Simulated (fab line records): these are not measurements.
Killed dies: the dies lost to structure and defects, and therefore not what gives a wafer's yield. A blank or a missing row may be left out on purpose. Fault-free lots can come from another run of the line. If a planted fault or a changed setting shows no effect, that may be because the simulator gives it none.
fab line records | flow sky130
[record] lots = 11 | wafers = 33 | last_day = 50
route steps=708 shown CAPM@549 METAL3@564 PAD_OPEN@708
lots that met no fault: from a run of the same line without faults
start_h: the number of hours between the record's first day and the start of the first shown wafer of the lot | wait_h: hours since the lot's step before | " as in the row above | L1.1+2: a single row standing in for several wafers | - no value, or no start was given | * or withheld: withheld | < > ~ a bound
route shown NAME@n: a module of which the file shows steps, and the number in the route of the first | usual: mean/standard deviation taken from wafers without a fault | same: alike in all rows | chamber/n: place in a boat | sites: each site's reading | _std_site: the values' standard deviation | _edge_site: outer sites' mean less inner sites' | radius_mm: how far each site lies from the wafer's centre | mask NAME#n: copy n | behind: tool/chamber where the wafer was last shaped | hold: the reason the lot was held/the length of the hold in hours/how it ended | device: the n, p or np transistor that did not switch | end of line: the route-end tests of the same wafers | where a step has no rows: the recipe by itself | killed: dies that structure and defects cost at the first sort, which is not the same as the wafer's yield | map: dies across one wafer; x = killed, . = not, _ = none there
set.NAME: the run value of the setting; set.NAME@STEP: its run value at that earlier step | model.NAME: the simulator's own value behind a step, which no gauge read
a sample of lots followed through the steps of the route, with each step as a table and each wafer as a row
services: a tool's chamber out of use, with start hour (start_h, from the record's first day; less than 0 if before it), hours out, and reason
[[steps]]
[step SKY_CAPM_OVL_MEAS_12]
[usual] CAPM_OVL = -0.5/1.4
lot.wafer | tool       | chamber | start_h | wait_h | CAPM_OVL[nm]
L773.1    | overlay-01 | -       | 875.63  | 0.1    | -1.0
L773.2    | "          | -       | "       | "      | 0.8
L773.6    | "          | -       | "       | "      | -1.0
L774.2    | overlay-02 | -       | 879.87  | 0.1    | 0.7
L774.3    | "          | -       | "       | "      | -1.5
L774.6    | "          | -       | "       | "      | -0.2
L776.2    | overlay-01 | -       | 899.89  | 0.1    | -0.2
L776.4    | "          | -       | "       | "      | -1.5
L776.5    | "          | -       | "       | "      | 0.8
L780.1    | overlay-01 | -       | 934.28  | 0.1    | -2.8
L780.3    | "          | -       | "       | "      | -1.3
L780.4    | "          | -       | "       | "      | -2.0
L782.1    | overlay-02 | -       | 944.67  | 0.1    | -0.9
L782.2    | "          | -       | "       | "      | 0.1
L782.6    | "          | -       | "       | "      | -0.2
L783.1    | overlay-02 | -       | 952.06  | 0.1    | -0.8
L783.4    | "          | -       | "       | "      | 0.9
L783.5    | "          | -       | "       | "      | -0.2
L785.1    | overlay-01 | -       | 965.58  | 0.1    | 2.9
L785.3    | "          | -       | "       | "      | 1.8
L785.6    | "          | -       | "       | "      | 2.5
L784.1    | overlay-01 | -       | 970.48  | 0.1    | -1.6
L784.4    | "          | -       | "       | "      | 0.6
L784.5    | "          | -       | "       | "      | -1.8
L787.1    | overlay-02 | -       | 985.98  | 0.1    | -1.4
L787.2    | "          | -       | "       | "      | 1.5
L787.6    | "          | -       | "       | "      | -0.7
L789.1    | overlay-01 | -       | 995.16  | 0.1    | -1.5
L789.2    | "          | -       | "       | "      | -1.5
L789.5    | "          | -       | "       | "      | -0.9
L796.3    | overlay-01 | -       | 1047.18 | 0.1    | -2.6
L796.4    | "          | -       | "       | "      | -0.2
L796.5    | "          | -       | "       | "      | -1.8
[step SKY_CAPM_METAL_ETCH_13]
[recipe] target_depth_nm = 220 | stop_on = SiO2 | chemistry = Cl2/BCl3 | target = TiN | pressure_mtorr = 10 | icp_w = 900 | bias_w = 48.5 | Cl2_flow_sccm = 60 | bcl3_flow_sccm = 30 | time_s = 62.9
[usual] bcl3_flow_sccm = 30.02/0.091 | chamber_pressure_mTorr = 10.000/0.0091 | drypump_motor_current_A = 5.8/0.44 | oes_product_au = 0.957/0.0073 | throttle_valve_pct = 21.892/0.0097
lot.wafer | tool         | chamber | start_h | wait_h | bcl3_flow_sccm | chamber_pressure_mTorr | drypump_motor_current_A | oes_product_au | rf_hours_counter_h | throttle_valve_pct
L773.1    | rie_metal-04 | 1       | 875.67  | 0.0    | 29.97          | 9.992                  | 6.4                     | 0.962          | 12                 | 21.888
L773.2    | "            | 0       | "       | "      | 29.80          | 10.012                 | 6.2                     | 0.969          | 8                  | 21.891
L773.6    | "            | 1       | "       | "      | 30.02          | 10.001                 | 6.4                     | 0.957          | -                  | 21.908
L774.2    | rie_metal-04 | 0       | 879.90  | 0.0    | 30.06          | 10.002                 | 6.1                     | 0.963          | 8                  | 21.894
L774.3    | "            | 0       | "       | "      | 30.03          | 10.000                 | 6.2                     | 0.972          | -                  | 21.897
L774.6    | "            | 0       | "       | "      | 30.07          | 10.010                 | 6.2                     | 0.968          | -                  | 21.888
L776.2    | rie_metal-03 | 0       | 899.94  | 0.0    | 30.14          | 10.012                 | 5.4                     | 0.954          | -                  | 21.881
L776.4    | "            | 0       | "       | "      | 30.06          | 10.014                 | 5.5                     | 0.967          | -                  | 21.878
L776.5    | "            | 0       | "       | "      | 30.10          | 9.994                  | 5.5                     | 0.950          | -                  | 21.900
L780.1    | rie_metal-01 | 0       | 934.32  | 0.0    | 30.14          | 10.000                 | 5.9                     | 0.973          | 1                  | 21.884
L780.3    | "            | 1       | "       | "      | 29.98          | 10.000                 | 5.1                     | 0.948          | -                  | 21.874
L780.4    | "            | 0       | "       | "      | 30.25          | 9.995                  | 5.9                     | 0.962          | -                  | 21.902
L782.1    | rie_metal-04 | 0       | 944.71  | 0.0    | 30.08          | 9.999                  | 6.1                     | 0.957          | 11                 | 21.897
L782.2    | "            | 1       | "       | "      | 29.82          | 9.994                  | 6.4                     | 0.958          | 14                 | 21.890
L782.6    | "            | 0       | "       | "      | 30.09          | 9.991                  | 6.2                     | 0.960          | -                  | 21.887
L783.1    | rie_metal-04 | 0       | 952.10  | 0.0    | 30.05          | 9.991                  | 6.1                     | 0.952          | 11                 | 21.878
L783.4    | "            | 1       | "       | "      | 29.96          | 9.998                  | 6.3                     | 0.957          | -                  | 21.879
L783.5    | "            | 0       | "       | "      | 29.83          | 10.005                 | 6.2                     | 0.955          | -                  | 21.883
L785.1    | rie_metal-01 | 1       | 965.62  | 0.0    | 29.98          | 10.028                 | 5.1                     | 0.940          | 15                 | 21.896
L785.3    | "            | 1       | "       | "      | 29.99          | 10.004                 | 5.1                     | 0.949          | -                  | 21.892
L785.6    | "            | 1       | "       | "      | 30.03          | 9.997                  | 5.1                     | 0.948          | -                  | 21.904
L784.1    | rie_metal-01 | 1       | 970.52  | 0.0    | 29.94          | 9.992                  | 5.1                     | 0.964          | 16                 | 21.882
L784.4    | "            | 1       | "       | "      | 29.81          | 9.991                  | 5.1                     | 0.960          | -                  | 21.881
L784.5    | "            | 1       | "       | "      | 29.90          | 10.000                 | 5.1                     | 0.965          | -                  | 21.890
L787.1    | rie_metal-03 | 0       | 986.02  | 0.0    | 30.07          | 9.977                  | 5.4                     | 0.949          | 7                  | 21.912
L787.2    | "            | 1       | "       | "      | 30.02          | 9.991                  | 5.4                     | 0.957          | 14                 | 21.896
L787.6    | "            | 1       | "       | "      | 30.08          | 10.009                 | 5.4                     | 0.946          | -                  | 21.890
L789.1    | rie_metal-04 | 0       | 995.20  | 0.0    | 29.99          | 10.010                 | 6.1                     | 0.967          | 13                 | 21.881
L789.2    | "            | 1       | "       | "      | 30.09          | 9.995                  | 6.4                     | 0.951          | 16                 | 21.897
L789.5    | "            | 1       | "       | "      | 30.02          | 10.002                 | 6.4                     | 0.959          | -                  | 21.886
L796.3    | rie_metal-04 | 0       | 1047.23 | 0.0    | 29.90          | 10.019                 | 6.2                     | 0.963          | -                  | 21.884
L796.4    | "            | 1       | "       | "      | 30.01          | 10.001                 | 6.3                     | 0.956          | -                  | 21.886
L796.5    | "            | 0       | "       | "      | 30.09          | 10.004                 | 6.2                     | 0.952          | -                  | 21.900
[step SKY_METAL3_OVL_MEAS_14]
[usual] METAL3_OVL = -8/5.4
lot.wafer | tool       | chamber | start_h | wait_h | METAL3_OVL[nm]
L773.1    | overlay-01 | -       | 902.59  | 0.1    | -5
L773.2    | "          | -       | "       | "      | -11
L773.6    | "          | -       | "       | "      | -12
L774.2    | overlay-02 | -       | 906.25  | 0.1    | -11
L774.3    | "          | -       | "       | "      | -9
L774.6    | "          | -       | "       | "      | -13
L776.2    | overlay-02 | -       | 926.05  | 0.1    | -10
L776.4    | "          | -       | "       | "      | -10
L776.5    | "          | -       | "       | "      | -3
L780.1    | overlay-02 | -       | 959.75  | 0.1    | 1
L780.3    | "          | -       | "       | "      | -2
L780.4    | "          | -       | "       | "      | -4
L782.1    | overlay-01 | -       | 969.65  | 0.1    | -4
L782.2    | "          | -       | "       | "      | -13
L782.6    | "          | -       | "       | "      | -4
L783.1    | overlay-01 | -       | 977.39  | 0.1    | -6
L783.4    | "          | -       | "       | "      | -8
L783.5    | "          | -       | "       | "      | 0
L785.1    | overlay-02 | -       | 990.54  | 0.1    | 4
L785.3    | "          | -       | "       | "      | -8
L785.6    | "          | -       | "       | "      | -5
L784.1    | overlay-02 | -       | 994.99  | 0.1    | -11
L784.4    | "          | -       | "       | "      | -7
L784.5    | "          | -       | "       | "      | -18
L787.1    | overlay-01 | -       | 1009.84 | 0.1    | -8
L787.2    | "          | -       | "       | "      | -5
L787.6    | "          | -       | "       | "      | 0
L789.1    | overlay-02 | -       | 1019.09 | 0.1    | -8
L789.2    | "          | -       | "       | "      | 0
L789.5    | "          | -       | "       | "      | -4
L796.3    | overlay-02 | -       | 1068.75 | 0.1    | -7
L796.4    | "          | -       | "       | "      | -3
L796.5    | "          | -       | "       | "      | 1
[step SKY_METAL3_METAL_ETCH_18]
[recipe] target_depth_a = 8450 | stop_on = SiO2 | over_etch_frac = 0.3 | time_s = 183.1 | chemistry = Cl2/BCl3 | resist_sidewall_deg = 88 | pressure_mtorr = 10 | icp_w = 900 | bias_w = 48.5 | Cl2_flow_sccm = 60 | bcl3_flow_sccm = 30
[usual] bcl3_flow_sccm = 30.01/0.092 | chamber_pressure_mTorr = 9.999/0.0089 | drypump_motor_current_A = 5.7/0.37 | oes_product_au = 0.865/0.0077 | throttle_valve_pct = 22.264/0.0091
lot.wafer | tool         | chamber | start_h | wait_h | bcl3_flow_sccm | chamber_pressure_mTorr | drypump_motor_current_A | oes_product_au | rf_hours_counter_h | throttle_valve_pct
L773.1    | rie_metal-02 | 1       | 902.78  | 0.0    | 29.81          | 9.999                  | 5.8                     | 0.868          | 18                 | 22.261
L773.2    | "            | 0       | "       | "      | 30.06          | 10.002                 | 5.5                     | 0.864          | 10                 | 22.266
L773.6    | "            | 1       | "       | "      | 30.00          | 10.000                 | 5.8                     | 0.863          | -                  | 22.259
L774.2    | rie_metal-02 | 0       | 906.49  | 0.1    | 30.06          | 10.000                 | 5.5                     | 0.859          | -                  | 22.248
L774.3    | "            | 0       | "       | "      | 29.95          | 10.001                 | 5.5                     | 0.871          | -                  | 22.278
L774.6    | "            | 0       | "       | "      | 30.04          | 9.995                  | 5.5                     | 0.860          | -                  | 22.256
L776.2    | rie_metal-02 | 0       | 926.23  | 0.0    | 29.83          | 9.993                  | 5.5                     | 0.868          | 11                 | 22.264
L776.4    | "            | 1       | "       | "      | 30.15          | 10.002                 | 5.8                     | 0.875          | -                  | 22.270
L776.5    | "            | 0       | "       | "      | 29.95          | 9.983                  | 5.5                     | 0.864          | -                  | 22.281
L780.1    | rie_metal-01 | 1       | 959.94  | 0.0    | 30.04          | 9.987                  | 5.1                     | 0.865          | 15                 | 22.267
L780.3    | "            | 0       | "       | "      | 29.85          | 9.993                  | 5.9                     | 0.841          | -                  | 22.272
L780.4    | "            | 1       | "       | "      | 30.00          | 10.011                 | 5.1                     | 0.857          | -                  | 22.256
L782.1    | rie_metal-04 | 0       | 969.84  | 0.0    | 30.07          | 9.991                  | 6.1                     | 0.871          | 12                 | 22.253
L782.2    | "            | 1       | "       | "      | 30.11          | 10.007                 | 6.3                     | 0.868          | 15                 | 22.261
L782.6    | "            | 0       | "       | "      | 30.16          | 10.018                 | 6.1                     | 0.856          | -                  | 22.254
L783.1    | rie_metal-02 | 0       | 977.58  | 0.0    | 30.04          | 9.997                  | 5.5                     | 0.868          | 14                 | 22.249
L783.4    | "            | 0       | "       | "      | 30.00          | 10.008                 | 5.5                     | 0.855          | -                  | 22.255
L783.5    | "            | 1       | "       | "      | 30.08          | 9.998                  | 5.8                     | 0.859          | -                  | 22.273
L785.1    | rie_metal-01 | 1       | 990.73  | 0.0    | 29.94          | 10.006                 | 5.0                     | 0.860          | 17                 | 22.246
L785.3    | "            | 0       | "       | "      | 30.06          | 9.986                  | 5.8                     | 0.861          | -                  | 22.258
L785.6    | "            | 0       | "       | "      | 30.03          | 9.989                  | 5.9                     | 0.865          | -                  | 22.264
L784.1    | rie_metal-02 | 0       | 995.18  | 0.0    | 29.86          | 10.004                 | 5.5                     | 0.859          | 15                 | 22.277
L784.4    | "            | 1       | "       | "      | 29.94          | 11.990                 | 5.8                     | 0.857          | -                  | 22.270
L784.5    | "            | 0       | "       | "      | 29.93          | 9.997                  | 5.5                     | 0.871          | -                  | 22.263
L787.1    | rie_metal-02 | 0       | 1010.03 | 0.0    | 29.87          | 10.001                 | 5.5                     | 0.870          | 16                 | 22.257
L787.2    | "            | 1       | "       | "      | 29.94          | 11.997                 | 5.8                     | 0.859          | 5                  | 22.263
L787.6    | "            | 1       | "       | "      | 30.06          | 12.012                 | 5.8                     | 0.853          | -                  | 22.274
L789.1    | rie_metal-04 | 1       | 1019.41 | 0.0    | 30.00          | 9.992                  | 6.3                     | 0.877          | 17                 | 22.278
L789.2    | "            | 0       | "       | "      | 29.91          | 10.004                 | 6.1                     | 0.870          | 14                 | 22.260
L789.5    | "            | 1       | "       | "      | 30.07          | 9.980                  | 6.3                     | 0.882          | -                  | 22.263
L796.3    | rie_metal-04 | 0       | 1068.99 | 0.1    | 30.06          | 10.004                 | 6.1                     | 0.864          | -                  | 22.264
L796.4    | "            | 1       | "       | "      | 29.93          | 9.993                  | 6.4                     | 0.854          | -                  | 22.258
L796.5    | "            | 0       | "       | "      | 29.88          | 10.006                 | 6.1                     | 0.862          | -                  | 22.247
[step SKY_PAD_OPEN_PROBE_99]
[usual] defect_limited_yield = 82.5/1.9 | killed_at_M0_to_M3 = 42/6.9 | killed_at_M4_up = 3.2/1.7 | killed_at_contacts = 25/5.1 | killed_at_front_end = 15/4.5 | killed_at_other = 0.4/0.63 | killed_dies = 86/9.3 | killed_open = 46/7 | killed_short = 39/6.9 | sort_bin_3_pad_short = 0.9/0.45 | sort_bin_5_function = 10.4/1.5 | sort_bin_6_memory = 6.3/1.1 | sort_n_pass = 406/9.3 | sort_yield_pct = 82.5/1.9
[same] gross_dies = 492 | killed_at_back_side = 0 | sort_bin_4_leakage[%] = 0 | sort_bin_8_speed[%] = 0
lot.wafer | tool      | chamber | start_h | wait_h | defect_limited_yield[%] | killed_at_M0_to_M3 | killed_at_M4_up | killed_at_contacts | killed_at_front_end | killed_at_other | killed_dies | killed_open | killed_short | sort_bin_3_pad_short[%] | sort_bin_5_function[%] | sort_bin_6_memory[%] | sort_n_pass | sort_yield_pct[%]
L774.2    | prober-02 | -       | 1079.73 | 0.1    | 83.3                    | 35                 | 2               | 32                 | 13                  | 0               | 82          | 51          | 29           | 0.4                     | 10.2                   | 6.1                  | 410         | 83.3
L774.3    | prober-02 | -       | 1079.78 | 0.2    | 81.3                    | 47                 | 4               | 31                 | 9                   | 1               | 92          | 46          | 46           | 1.6                     | 10.4                   | 6.7                  | 400         | 81.3
L774.6    | prober-02 | -       | 1079.93 | 0.2    | 82.9                    | 42                 | 3               | 25                 | 14                  | 0               | 84          | 53          | 29           | 0.2                     | 12.0                   | 4.9                  | 408         | 82.9
L776.2    | prober-02 | -       | 1096.54 | 0.1    | 82.3                    | 42                 | 8               | 20                 | 17                  | 0               | 87          | 48          | 39           | 1.0                     | 10.4                   | 6.3                  | 405         | 82.3
L776.4    | prober-02 | -       | 1096.64 | 0.2    | 84.1                    | 28                 | 3               | 24                 | 23                  | 0               | 78          | 46          | 32           | 0.6                     | 8.5                    | 6.7                  | 414         | 84.1
L776.5    | prober-02 | -       | 1096.69 | 0.2    | 79.9                    | 49                 | 3               | 32                 | 15                  | 0               | 99          | 61          | 38           | 0.8                     | 14.4                   | 4.9                  | 393         | 79.9
L780.1    | prober-02 | -       | 1124.90 | 0.1    | 81.7                    | 47                 | 3               | 25                 | 15                  | 0               | 90          | 50          | 40           | 0.6                     | 9.6                    | 8.1                  | 402         | 81.7
L780.3    | prober-02 | -       | 1125.00 | 0.2    | 85.4                    | 47                 | 2               | 13                 | 9                   | 1               | 72          | 32          | 39           | 1.0                     | 9.3                    | 4.3                  | 420         | 85.4
L780.4    | prober-02 | -       | 1125.05 | 0.2    | 83.9                    | 48                 | 5               | 20                 | 6                   | 0               | 79          | 43          | 36           | 0.2                     | 7.9                    | 7.9                  | 413         | 83.9
L782.1    | prober-01 | -       | 1132.08 | 0.1    | 84.8                    | 31                 | 1               | 32                 | 10                  | 1               | 75          | 39          | 36           | 0.4                     | 9.8                    | 5.1                  | 417         | 84.8
L782.2    | prober-01 | -       | 1132.13 | 0.1    | 82.9                    | 33                 | 6               | 22                 | 23                  | 0               | 84          | 48          | 35           | 0.6                     | 10.2                   | 6.3                  | 408         | 82.9
L782.6    | prober-01 | -       | 1132.33 | 0.2    | 87.2                    | 26                 | 1               | 23                 | 13                  | 0               | 63          | 36          | 27           | 0.6                     | 8.5                    | 3.7                  | 429         | 87.2
L787.1    | prober-02 | -       | 1164.39 | 0.1    | 83.3                    | 46                 | 3               | 19                 | 14                  | 0               | 82          | 39          | 43           | 1.0                     | 9.3                    | 6.3                  | 410         | 83.3
L787.2    | prober-02 | -       | 1164.44 | 0.1    | 83.3                    | 39                 | 3               | 28                 | 11                  | 1               | 82          | 49          | 32           | 1.0                     | 9.8                    | 5.9                  | 410         | 83.3
L787.6    | prober-02 | -       | 1164.64 | 0.2    | 83.9                    | 41                 | 1               | 29                 | 8                   | 0               | 79          | 44          | 35           | 0.8                     | 10.6                   | 4.7                  | 413         | 83.9
L789.1    | prober-02 | -       | 1171.72 | 0.1    | 80.7                    | 59                 | 2               | 18                 | 15                  | 1               | 95          | 49          | 46           | 1.0                     | 10.0                   | 8.3                  | 397         | 80.7
L789.2    | prober-02 | -       | 1171.77 | 0.1    | 81.3                    | 43                 | 4               | 28                 | 16                  | 1               | 92          | 45          | 47           | 1.0                     | 13.2                   | 4.5                  | 400         | 81.3
L789.5    | prober-02 | -       | 1171.92 | 0.2    | 83.9                    | 37                 | 2               | 27                 | 13                  | 0               | 79          | 44          | 34           | 0.8                     | 9.6                    | 5.7                  | 413         | 83.9
L796.3    | prober-02 | -       | 1207.09 | 0.2    | 82.1                    | 44                 | 3               | 28                 | 12                  | 1               | 88          | 53          | 35           | 0.2                     | 11.4                   | 6.3                  | 404         | 82.1
L796.4    | prober-02 | -       | 1207.14 | 0.2    | 82.3                    | 49                 | 2               | 24                 | 12                  | 0               | 87          | 46          | 41           | 1.8                     | 9.8                    | 6.1                  | 405         | 82.3
L796.5    | prober-02 | -       | 1207.19 | 0.2    | 86.0                    | 35                 | 4               | 17                 | 13                  | 0               | 69          | 43          | 26           | 0.8                     | 8.9                    | 4.3                  | 423         | 86.0
// killed by level:class
L774.2 LI_CONTACT:geometric_particle:open=12 CONTACT:geometric_particle:open=12 VIA1:geometric_particle:open=11 VIA1:geometric_particle:short=6 VIA3:geometric_particle:open=5 CONTACT:geometric_particle:short=4 METAL2:geometric_particle:short=3 VIA2:geometric_particle:open=3
L774.3 CONTACT:geometric_particle:open=11 VIA1:geometric_particle:open=11 LI_CONTACT:geometric_particle:open=10 VIA3:geometric_particle:short=8 METAL1:geometric_particle:short=7 METAL2:geometric_particle:short=6 CONTACT:geometric_particle:short=5 VIA3:geometric_particle:open=5
L774.6 CONTACT:geometric_particle:open=11 LI_CONTACT:geometric_particle:open=8 VIA1:geometric_particle:open=8 VIA3:geometric_particle:open=6 METAL1:geometric_particle:short=6 METAL2:geometric_particle:short=5 FIELD_ISO:geometric_particle:open=4 VIA1:geometric_particle:short=4
L776.2 VIA3:geometric_particle:open=9 METAL1:geometric_particle:short=8 VIA2:geometric_particle:open=7 CONTACT:geometric_particle:open=7 METAL4:geometric_particle:short=6 VIA1:geometric_particle:short=6 VIA1:geometric_particle:open=6 POLY_GATE:geometric_particle:open=5
L776.4 LI_CONTACT:geometric_particle:open=11 CONTACT:geometric_particle:open=7 VIA2:geometric_particle:open=7 POLY_GATE:geometric_particle:open=6 VIA1:geometric_particle:open=6 VIA1:geometric_particle:short=5 FIELD_ISO:geometric_particle:short=4 VIA3:geometric_particle:short=3
L776.5 CONTACT:geometric_particle:open=13 LI_CONTACT:geometric_particle:open=12 VIA1:geometric_particle:open=11 METAL1:geometric_particle:short=7 VIA1:geometric_particle:short=7 VIA3:geometric_particle:open=7 POLY_GATE:geometric_particle:open=6 METAL1:geometric_particle:open=5
L780.1 LI_CONTACT:geometric_particle:open=10 VIA1:geometric_particle:open=9 CONTACT:geometric_particle:open=8 VIA2:geometric_particle:open=7 VIA3:geometric_particle:open=7 METAL2:geometric_particle:short=6 METAL3:geometric_particle:short=6 FIELD_ISO:geometric_particle:short=4
L780.3 VIA1:geometric_particle:open=10 METAL1:geometric_particle:short=8 METAL2:geometric_particle:short=5 CONTACT:geometric_particle:open=5 VIA3:geometric_particle:open=5 VIA1:geometric_particle:short=5 VIA3:geometric_particle:short=4 POLY_GATE:geometric_particle:short=3
L780.4 CONTACT:geometric_particle:open=13 METAL1:geometric_particle:short=9 METAL2:geometric_particle:short=8 VIA1:geometric_particle:short=5 VIA2:geometric_particle:open=5 METAL3:geometric_particle:short=5 LI_CONTACT:geometric_particle:open=4 VIA1:geometric_particle:open=4
L782.1 CONTACT:geometric_particle:open=12 CONTACT:geometric_particle:short=9 VIA3:geometric_particle:open=6 LI_CONTACT:geometric_particle:open=5 VIA1:geometric_particle:short=5 VIA1:geometric_particle:open=5 METAL1:geometric_particle:short=4 POLY_GATE:geometric_particle:short=3
L782.2 VIA1:geometric_particle:open=12 CONTACT:geometric_particle:open=8 POLY_GATE:geometric_particle:open=7 FIELD_ISO:geometric_particle:short=6 LI_CONTACT:geometric_particle:open=6 FIELD_ISO:geometric_particle:open=5 CONTACT:geometric_particle:short=5 METAL2:geometric_particle:short=5
L782.6 CONTACT:geometric_particle:open=10 CONTACT:geometric_particle:short=7 VIA1:geometric_particle:open=7 POLY_GATE:geometric_particle:short=5 VIA3:geometric_particle:short=4 VIA3:geometric_particle:open=4 FIELD_ISO:geometric_particle:open=3 POLY_GATE:geometric_particle:open=3
L787.1 VIA1:geometric_particle:open=10 METAL2:geometric_particle:short=10 VIA2:geometric_particle:open=8 CONTACT:geometric_particle:open=8 VIA1:geometric_particle:short=6 POLY_GATE:geometric_particle:short=5 CONTACT:geometric_particle:short=5 FIELD_ISO:geometric_particle:short=4
L787.2 CONTACT:geometric_particle:open=15 VIA3:geometric_particle:open=9 VIA1:geometric_particle:open=8 METAL1:geometric_particle:short=5 FIELD_ISO:geometric_particle:short=4 LI_CONTACT:geometric_particle:short=4 POLY_GATE:geometric_particle:open=3 LI_CONTACT:geometric_particle:open=3
L787.6 LI_CONTACT:geometric_particle:open=15 CONTACT:geometric_particle:open=8 METAL1:geometric_particle:short=7 VIA1:geometric_particle:open=6 VIA3:geometric_particle:open=5 POLY_GATE:geometric_particle:short=4 VIA1:geometric_particle:short=4 VIA3:geometric_particle:short=4
L789.1 VIA1:geometric_particle:open=18 VIA3:geometric_particle:open=8 METAL2:geometric_particle:short=7 METAL1:geometric_particle:short=7 CONTACT:geometric_particle:open=6 LOCAL_INTERCONNECT:geometric_particle:short=5 VIA1:geometric_particle:short=5 FIELD_ISO:geometric_particle:short=4
L789.2 CONTACT:geometric_particle:open=9 VIA1:geometric_particle:open=8 FIELD_ISO:geometric_particle:short=6 VIA2:geometric_particle:open=6 VIA3:geometric_particle:open=6 POLY_GATE:geometric_particle:short=5 LI_CONTACT:geometric_particle:open=5 CONTACT:geometric_particle:short=5
L789.5 CONTACT:geometric_particle:open=16 VIA1:geometric_particle:open=10 METAL2:geometric_particle:short=9 METAL1:geometric_particle:short=6 CONTACT:geometric_particle:short=4 POLY_GATE:geometric_particle:open=4 LOCAL_INTERCONNECT:geometric_particle:short=4 SONOS_ONO:geometric_particle:open=3
L796.3 VIA1:geometric_particle:open=13 CONTACT:geometric_particle:open=11 CONTACT:geometric_particle:short=8 VIA3:geometric_particle:open=7 VIA1:geometric_particle:short=6 METAL2:geometric_particle:short=6 VIA2:geometric_particle:open=6 LI_CONTACT:geometric_particle:open=5
L796.4 VIA1:geometric_particle:open=11 CONTACT:geometric_particle:short=8 VIA3:geometric_particle:open=8 CONTACT:geometric_particle:open=7 METAL2:geometric_particle:short=7 METAL1:geometric_particle:short=7 FIELD_ISO:geometric_particle:open=5 LI_CONTACT:geometric_particle:open=5
L796.5 VIA1:geometric_particle:open=9 CONTACT:geometric_particle:open=7 VIA2:geometric_particle:open=7 VIA3:geometric_particle:short=6 POLY_GATE:geometric_particle:open=5 VIA3:geometric_particle:open=4 LI_CONTACT:geometric_particle:open=3 LOCAL_INTERCONNECT:geometric_particle:short=3
[[services]]
tool         | chamber | start_h | hours | kind
rie_metal-04 | 1       | 866.54  | 3.6   | repair
rie_metal-02 | -       | 870.71  | 1.4   | pm
rie_metal-04 | 1       | 891.65  | 6.7   | repair
rie_metal-03 | 1       | 894.15  | 19.9  | repair
rie_metal-02 | 1       | 903.24  | -     | clean
rie_metal-02 | 1       | 903.24  | 13.2  | scheduled_down
rie_metal-02 | 1       | 903.24  | 13.2  | vent_cycle
rie_metal-01 | 0       | 909.46  | -     | clean
rie_metal-01 | 0       | 909.46  | 14.9  | scheduled_down
rie_metal-01 | 0       | 909.46  | 14.9  | vent_cycle
rie_metal-01 | 0       | 951.56  | 3.3   | repair
rie_metal-03 | 1       | 995.92  | -     | clean
rie_metal-03 | 1       | 995.92  | 20.2  | scheduled_down
rie_metal-03 | 1       | 995.92  | 20.2  | vent_cycle
rie_metal-04 | -       | 997.80  | 0.9   | repair
rie_metal-01 | 0       | 1017.30 | 3.6   | repair
rie_metal-01 | 0       | 1048.92 | 16.9  | repair
[[key]]
[first_sign] step = SKY_METAL3_METAL_ETCH_18 | reading = chamber_pressure_mTorr | direction = up | sigmas = 99+ | usual = 9.999 | struck = 12.000
effect none on later readings
met_at SKY_METAL3_METAL_ETCH_18
struck_lots L784,L787
struck_wafers L784.4,L787.2,L787.6
not_acting_at SKY_CAPM_OVL_MEAS_12,SKY_CAPM_METAL_ETCH_13,SKY_METAL3_OVL_MEAS_14
onset_between 977.58 995.18
[fault] kind = process_parameter_drift | tool = rie_metal-02 | chamber = 1 | onset_h = 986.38 | steps = SKY_METAL3_METAL_ETCH_18 | channel = pressure_mtorr | offset = 2 | shape = step | end_h = 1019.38 | acts_in = these_recipes_only | stated = 10
